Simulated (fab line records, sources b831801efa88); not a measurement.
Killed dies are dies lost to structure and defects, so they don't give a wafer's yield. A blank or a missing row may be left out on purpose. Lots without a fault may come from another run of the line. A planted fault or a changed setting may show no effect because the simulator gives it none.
fab line records | flow sky130
record lots=14 wafers=42 last_day=50
route steps=708 shown VT_ADJUST_HVTP@90 LDD_HVN@276 LDD_HVP@287 POLY_CUT@317
lots that met no fault: from a run of the same line without faults
start_h: hours from the record's first day to the start of the lot's first wafer shown | wait_h: hours since the lot's step before | " the same as in the row above | L1.1+2: a row that stands for several wafers | - no value, or no start given | * or withheld: withheld | < > ~ a bound
route shown NAME@n: a module of which the file shows steps, and the number in the route of the first | usual: mean/standard deviation of fault-free wafers | same: alike in all rows | chamber/n: place in a boat | sites: the reading at each site | _std_site: their standard deviation | _edge_site: outer sites' mean less inner sites' | radius_mm: how far each site lies from the wafer's centre | mask NAME#n: copy n | behind: the tool/chamber that last shaped the wafer | hold: why the lot was held/for how many hours/how that ended | device: the transistor (n, p or np) that didn't switch | end of line: the same wafers' tests at the end of the route | a step without rows: its recipe alone | killed: dies lost to structure and defects at the first sort, not the wafer's yield | map: a wafer's dies, x killed, . not, _ none there
set.NAME: the setting as run; set.NAME@STEP: as run at that earlier step | model.NAME: the simulator's own value behind a step, which no gauge read
steps of the route over a sample of lots; a table a step, a row a wafer
services: from which hour (start_h, from the record's first day; less than 0 if before it) a tool's chamber was out of use, for how many hours, and why
## steps
# step SKY_VT_ADJUST_HVTP_PEB_05
# recipe temp_c=withheld time_s=* resist=NOVOLAK
# usual chill_plate_temp_C=* exhaust_pa=44.8/0.93
# columns lot.wafer tool chamber start_h wait_h chill_plate_temp_C exhaust_pa
L796.1 litho_track-04 0 115.04 - * 45.1
L796.3 " 0 " " * 46.9
L796.5 " 0 " " * 45.2
L797.4 litho_track-01 0 127.69 - * 43.7
L797.5 " 0 " " * 44.6
L797.6 " 0 " " * 43.7
L799.2 litho_track-01 0 137.69 - * 43.5
L799.3 " 0 " " * 43.6
L799.6 " 0 " " * 43.8
L801.3 litho_track-04 0 155.34 - * 44.8
L801.4 " 0 " " * 45.3
L801.6 " 0 " " * 43.9
L803.1 litho_track-04 0 170.59 - * 44.0
L803.5 " 0 " " * 45.3
L803.6 " 0 " " * 45.6
L804.1 litho_track-01 0 178.66 - * 44.9
L804.2 " 0 " " * 44.5
L804.5 " 0 " " * 44.1
L806.3 litho_track-01 0 183.06 - * 44.9
L806.5 " 0 " " * 43.1
L806.6 " 0 " " * 45.1
L809.3 litho_track-01 0 203.16 - * 42.5
L809.4 " 0 " " * 43.8
L809.6 " 0 " " * 44.1
L810.1 litho_track-04 - 208.39 - - -
L810.2 " - " " - -
L810.4 " - " " - -
L811.2 litho_track-01 - 216.24 - - -
L811.4 " - " " - -
L811.5 " - " " - -
L812.3 litho_track-01 0 228.31 - * 44.8
L812.5 " 0 " " * 45.3
L812.6 " 0 " " * 44.7
L817.1 litho_track-01 0 279.81 - * 44.5
L817.3 " 0 " " * 44.5
L817.6 " 0 " " * 44.4
L818.1 litho_track-04 0 280.04 - * 45.3
L818.3 " 0 " " * 43.9
L818.6 " 0 " " * 44.9
L819.1 litho_track-01 0 280.11 - * 44.6
L819.2 " 0 " " * 44.4
L819.3 " 0 " " * 44.6
# step SKY_LDD_HVN_STRIP_09
# recipe chemistry=O2/N2 power_w=1400 pressure_mtorr=1500 platen_temp_c=withheld o2_flow_sccm=3000 n2_flow_sccm=300 overash_fraction=0.5
# usual drypump_motor_current_A=5.6/0.37 oes_product_au=0.408/0.0043 strip_time_to_endpoint_s=4.135/0.011
# columns lot.wafer tool chamber start_h wait_h drypump_motor_current_A oes_product_au rf_hours_counter_h strip_time_to_endpoint_s
L796.1 plasma_asher-02 1 447.95 0.1 6.1 0.407 1 4.123
L796.3 " 1 " " 6.1 0.408 - 4.129
L796.5 " 1 " " 6.1 0.403 - 4.142
L797.4 plasma_asher-04 0 462.78 0.1 5.6 0.409 - 4.135
L797.5 " 1 " " 5.9 0.406 - 4.138
L797.6 " 0 " " 5.6 0.406 - 4.128
L799.2 plasma_asher-02 1 483.30 0.1 6.1 0.415 5 4.141
L799.3 " 1 " " 6.1 0.409 - 4.145
L799.6 " 1 " " 6.2 0.405 - 4.153
L801.3 plasma_asher-01 0 517.00 0.1 5.1 0.407 - 4.141
L801.4 " 1 " " 5.2 0.403 - 4.154
L801.6 " 1 " " 5.2 0.408 - 4.142
L803.1 plasma_asher-04 1 530.60 0.1 5.9 0.403 91 4.126
L803.5 " 1 " " 5.9 0.406 - 4.135
L803.6 " 0 " " 5.6 0.406 - 4.147
L804.1 plasma_asher-04 0 545.90 0.1 5.6 0.407 92 4.119
L804.2 " 1 " " 5.9 0.412 92 4.123
L804.5 " 1 " " 6.0 0.402 - 4.119
L806.3 plasma_asher-02 0 552.68 0.1 5.9 0.414 - 4.128
L806.5 " 0 " " 5.8 0.403 - 4.134
L806.6 " 1 " " 6.2 0.414 - 4.134
L809.3 plasma_asher-02 1 576.21 0.1 6.2 0.406 - 4.135
L809.4 " 0 " " 5.9 0.408 - 4.138
L809.6 " 1 " " 6.1 0.406 - 4.139
L810.1 plasma_asher-04 0 583.17 0.1 5.6 0.406 96 4.152
L810.2 " 1 " " 5.9 0.410 96 4.129
L810.4 " 1 " " 5.9 0.399 - 4.150
L811.2 plasma_asher-01 1 594.60 0.1 5.2 0.402 67 4.133
L811.4 " 1 " " 5.2 0.409 - 4.126
L811.5 " 1 " " 5.2 0.416 - 4.133
L812.3 plasma_asher-01 0 611.73 0.1 5.1 0.408 - 4.148
L812.5 " 1 " " 5.2 0.409 - 4.111
L812.6 " 0 " " 5.1 0.403 - 4.144
L817.1 plasma_asher-02 1 666.34 0.1 6.2 0.416 24 4.120
L817.3 " 0 " " 5.9 0.408 - 4.123
L817.6 " 1 " " 6.1 0.409 - 4.125
L818.1 plasma_asher-01 1 668.25 0.1 5.2 0.403 73 4.143
L818.3 " 1 " " 5.2 0.414 - 4.143
L818.6 " 1 " " 5.2 0.403 - 4.144
L819.1 plasma_asher-01 0 674.24 0.1 5.2 0.415 74 4.143
L819.2 " 1 " " 5.2 0.410 74 4.126
L819.3 " 1 " " 5.2 0.407 - 4.143
# step SKY_LDD_HVP_STRIP_09
# recipe chemistry=O2/N2 power_w=1400 pressure_mtorr=1500 platen_temp_c=withheld o2_flow_sccm=3000 n2_flow_sccm=300 overash_fraction=0.5
# usual drypump_motor_current_A=5.6/0.43 oes_product_au=0.409/0.0048 strip_time_to_endpoint_s=4.132/0.013
# columns lot.wafer tool chamber start_h wait_h drypump_motor_current_A oes_product_au rf_hours_counter_h strip_time_to_endpoint_s
L796.1 plasma_asher-01 1 478.41 0.1 5.2 0.408 55 4.141
L796.3 " 1 " " 5.1 0.410 - 4.137
L796.5 " 1 " " 5.2 0.414 - 4.106
L797.4 plasma_asher-01 1 493.69 0.1 5.2 0.411 - 4.119
L797.5 " 1 " " 5.2 0.407 - 4.124
L797.6 " 0 " " 5.1 0.411 - 4.134
L799.2 plasma_asher-04 1 514.42 0.1 5.9 0.406 89 4.089
L799.3 " 0 " " 5.6 0.407 - 4.135
L799.6 " 0 " " 5.6 0.413 - 4.109
L801.3 plasma_asher-04 0 547.09 0.1 5.6 0.404 - 4.127
L801.4 " 1 " " 5.9 0.405 - 4.135
L801.6 " 1 " " 5.9 0.406 - 4.133
L803.1 plasma_asher-03 0 560.26 0.1 5.4 0.406 41 4.105
L803.5 " 1 " " 6.4 0.401 - 4.116
L803.6 " 0 " " 5.4 0.407 - 4.132
L804.1 plasma_asher-04 1 574.97 0.1 5.9 0.411 95 4.119
L804.2 " 0 " " 5.6 0.401 95 4.135
L804.5 " 1 " " 5.9 0.406 - 4.134
L806.3 plasma_asher-04 0 582.78 0.1 5.6 0.413 - 4.142
L806.5 " 1 " " 5.9 0.400 - 4.149
L806.6 " 0 " " 5.6 0.406 - 4.157
L809.3 plasma_asher-03 1 605.13 0.1 6.4 0.402 - 4.112
L809.4 " 0 " " 5.4 0.412 - 4.135
L809.6 " 1 " " 6.4 0.419 - 4.110
L810.1 plasma_asher-03 0 611.99 0.1 5.4 0.395 46 4.120
L810.2 " 1 " " 6.4 0.408 46 4.131
L810.4 " 0 " " 5.4 0.410 - 4.137
L811.2 plasma_asher-01 1 623.79 0.1 5.2 0.418 69 4.147
L811.4 " 0 " " 5.1 0.402 - 4.135
L811.5 " 1 " " 5.2 0.404 - 4.123
L812.3 plasma_asher-03 0 640.36 0.1 5.4 0.410 - 4.116
L812.5 " 0 " " 5.4 0.409 - 4.158
L812.6 " 1 " " 6.4 0.409 - 4.129
L817.1 plasma_asher-01 0 693.32 0.1 5.1 0.418 76 4.140
L817.3 " 0 " " 5.1 0.410 - 4.146
L817.6 " 0 " " 5.2 0.409 - 4.124
L818.1 plasma_asher-04 0 694.87 0.1 5.5 0.410 107 4.150
L818.3 " 1 " " 5.9 0.417 - 4.146
L818.6 " 0 " " 5.6 0.407 - 4.133
L819.1 plasma_asher-03 1 701.39 0.1 6.5 0.411 54 4.156
L819.2 " 0 " " 5.4 0.399 54 4.126
L819.3 " 1 " " 6.4 0.410 - 4.128
# step SKY_POLY_CUT_ETCH_10
# recipe chemistry=N2/H2 target=BARC ion_energy_ev=200 source_w=500 bias_w=100 pressure_mtorr=30 n2_flow_sccm=100 h2_flow_sccm=200 stop_on=SiO2 time_s=45.9 target_depth_a=600
# usual drypump_motor_current_A=5.6/0.53 oes_product_au=0.854/0.0047 rf_fwd_power_W=494.5/2.3 throttle_valve_pct=13.224/0.0091
# columns lot.wafer tool chamber start_h wait_h drypump_motor_current_A oes_product_au rf_fwd_power_W rf_hours_counter_h throttle_valve_pct
L796.1 rie_diel-03 3 540.01 0.0 4.7 0.857 492.4 12 13.229
L796.3 " 1 " " 5.8 0.846 491.6 18 13.220
L796.5 " 3 " " 4.7 0.853 494.6 - 13.239
L797.4 rie_diel-03 1 556.06 0.0 5.8 0.862 495.2 18 13.234
L797.5 " 1 " " 5.8 0.856 494.5 - 13.236
L797.6 " 2 " " 6.1 0.854 497.3 - 13.235
L799.2 rie_diel-02 0 576.57 0.0 5.9 0.858 496.1 5 13.224
L799.3 " 3 " " 5.2 0.856 495.9 2 13.241
L799.6 " 3 " " 5.2 0.854 498.6 - 13.230
L801.3 rie_diel-04 3 607.73 0.0 5.9 0.845 496.8 36 13.229
L801.4 " 1 " " 4.8 0.856 495.4 - 13.237
L801.6 " 2 " " 4.7 0.851 495.2 - 13.230
L803.1 rie_diel-03 3 620.17 0.0 4.7 0.865 495.3 13 13.234
L803.5 " 1 " " 5.8 0.851 491.0 - 13.219
L803.6 " 0 " " 5.4 0.849 498.2 - 13.227
L804.1 rie_diel-03 0 635.63 0.0 5.5 0.854 494.7 14 13.225
L804.2 " 2 " " 6.1 0.852 494.1 2 13.226
L804.5 " 0 " " 5.4 0.851 497.3 - 13.231
L806.3 rie_diel-03 1 642.62 0.0 5.8 0.848 491.2 20 13.221
L806.5 " 1 " " 5.8 0.860 493.4 - 13.217
L806.6 " 2 " " 6.1 0.856 494.7 - 13.225
L809.3 rie_diel-03 0 665.53 0.0 5.5 0.861 495.9 15 13.226
L809.4 " 2 " " 6.1 0.857 497.3 3 13.226
L809.6 " 2 " " 6.1 0.861 494.2 - 13.220
L810.1 rie_diel-02 0 671.23 0.0 5.8 0.859 498.4 7 13.224
L810.2 " 1 " " 5.8 0.853 493.3 19 13.215
L810.4 " 3 " " 5.2 0.856 494.5 4 13.221
L812.3 rie_diel-03 2 704.06 0.0 6.1 0.848 496.8 4 13.216
L812.5 " 0 " " 5.5 0.846 496.8 - 13.221
L812.6 " 3 " " 4.7 0.858 491.0 - 13.231
L811.2 rie_diel-02 2 704.47 0.0 6.2 0.857 495.9 9 13.232
L811.4 " 1 " " 5.8 0.856 493.7 19 13.217
L811.5 " 2 " " 6.1 0.846 494.3 - 13.234
L818.1 rie_diel-02 3 752.06 0.0 5.2 0.850 494.4 6 13.215
L818.3 " 0 " " 5.8 0.847 496.2 9 13.216
L818.6 " 3 " " 5.2 0.847 497.4 - 13.220
L817.1 rie_diel-04 3 752.37 0.0 5.8 0.857 496.7 40 13.228
L817.3 " 0 " " 6.3 0.851 490.8 3 13.235
L817.6 " 2 " " 4.7 0.856 493.8 - 13.212
L819.1 rie_diel-02 3 757.78 0.0 5.2 0.851 495.2 6 13.216
L819.2 " 0 " " 5.8 0.853 492.8 9 13.203
L819.3 " 1 " " 5.8 0.858 490.7 21 13.235
## services
# columns tool chamber start_h hours kind
plasma_asher-01 - 102.54 28.1 pm
plasma_asher-03 - 108.75 9.0 pm
rie_diel-02 0 114.04 5.6 repair
rie_diel-03 0 147.29 2.8 repair
plasma_asher-01 - 159.40 2.5 repair
plasma_asher-03 - 173.69 13.6 repair
rie_diel-03 - 189.18 2.8 pm
rie_diel-02 0 192.94 9.9 repair
plasma_asher-04 - 207.58 3.2 repair
plasma_asher-04 - 271.88 2.8 repair
plasma_asher-03 - 278.06 2.0 repair
rie_diel-03 2 279.82 33.5 repair
rie_diel-03 1 296.06 2.3 repair
plasma_asher-01 - 320.77 2.0 repair
plasma_asher-01 - 346.25 8.3 repair
plasma_asher-01 - 452.35 1.1 repair
plasma_asher-01 - 487.71 1.3 repair
rie_diel-03 0 529.14 17.2 repair
rie_diel-03 - 600.12 0.2 repair
rie_diel-03 1 631.98 4.4 repair
plasma_asher-01 - 653.20 4.3 repair
rie_diel-03 3 653.56 5.6 repair
plasma_asher-04 - 697.66 2.4 repair
plasma_asher-04 - 733.75 9.0 pm
## key
first_sign step=SKY_VT_ADJUST_HVTP_PEB_05 reading=tool_record direction=missing
effect none on later readings
met_at SKY_VT_ADJUST_HVTP_PEB_05
struck_lots L810,L811
sort_left_out L810.1,L810.2,L810.4,L811.2,L811.4,L811.5
tester_left_out L810,L811
not_acting_at SKY_LDD_HVN_STRIP_09,SKY_LDD_HVP_STRIP_09,SKY_POLY_CUT_ETCH_10
onset_between 203.16 208.39
fault kind=skipped_step_whole tool=litho_track-01,litho_track-04 chamber=- onset_h=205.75 steps=SKY_VT_ADJUST_HVTP_PEB_05 scope=struck_lots_only
# tester_left_out: of these lots the tester's yield and bins aren't shown, on N5 and GAA mostly nor the transistor test; their killed dies are dies lost to structure and defects alone, not to doping, threshold or leakage, so they don't give the yield
# sort_left_out: the simulated sort isn't trusted on such a fault, so these wafers' sort isn't shown, and their yield isn't known
